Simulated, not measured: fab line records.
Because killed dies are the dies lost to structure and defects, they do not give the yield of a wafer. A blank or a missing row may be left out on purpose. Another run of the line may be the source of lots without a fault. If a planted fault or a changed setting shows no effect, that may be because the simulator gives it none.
Which tool did it? ; flow sky130 ; Sampling: 6 lots, 18 wafers, 2 of 708 route steps

== WHAT EACH GAUGE READ, for each wafer ==
SKY_SD_N_RS_MEAS_16: measurement is done with a four-point probe.
lot;measured;on;SD_N_RS (ohm/sq)
L763;day 27 20:40;film_metro-03;68.49 68.40 68.58
L766;day 29 06:20;film_metro-04;68.77 68.64 68.75
L769;day 30 08:11;film_metro-04;68.49 68.67 68.65
L777;day 33 01:43;film_metro-02;66.99 66.87 66.92
L779;day 33 12:35;film_metro-02;67.02 66.99 66.94
L782;day 34 14:52;film_metro-04;68.53 68.64 68.56

== TOOL THAT RAN EACH LOT (tool first, then ch and the chambers of the sampled wafers, then the start) ==
lot;SKY_SD_N_RTA_14
L763;rtp_anneal-01 ch 0, day 27 20:28
L766;rtp_anneal-02 ch 0, day 29 06:10
L769;rtp_anneal-01 ch 0, day 30 07:59
L777;rtp_anneal-01 ch 0, day 33 01:32
L779;rtp_anneal-01 ch 0, day 33 12:23
L782;rtp_anneal-02 ch 0, day 34 14:41
- SKY_SD_N_RTA_14: time 2 s.

== THE ANSWER, worked out from the rows above alone ==
Rule: what is usual is taken from the lots themselves. The widest of any qualifying gaps counts: lots, ordered by their means at a reading, are off when they make up no more than a third of the lots, leave a main group of 4 or more, and stand apart from it by 3 or more times the standard deviation of that group's means. Not used: any main group whose means are identical at the precision the tables above print for the reading. A lot without any number at a reading at which 4 lots or more have one is off too. All remaining lots with rows at the step are treated as sound.
Off: L777, L779, seen at SKY_SD_N_RS_MEAS_16 (SD_N_RS). Main group: mean 68.60 ohm/sq, sd 0.082.
If a tool, at a process step before that reading, ran all the lots that are off and no sound lot after the first of them, it fits. Gauges at SKY_SD_N_RS_MEAS_16: tried the same way as those tools. Undecided on this evidence; 2 tools fit (rtp_anneal-01 at SKY_SD_N_RTA_14, film_metro-02 at SKY_SD_N_RS_MEAS_16).

== WHAT THE SIMULATOR PUT IN ==
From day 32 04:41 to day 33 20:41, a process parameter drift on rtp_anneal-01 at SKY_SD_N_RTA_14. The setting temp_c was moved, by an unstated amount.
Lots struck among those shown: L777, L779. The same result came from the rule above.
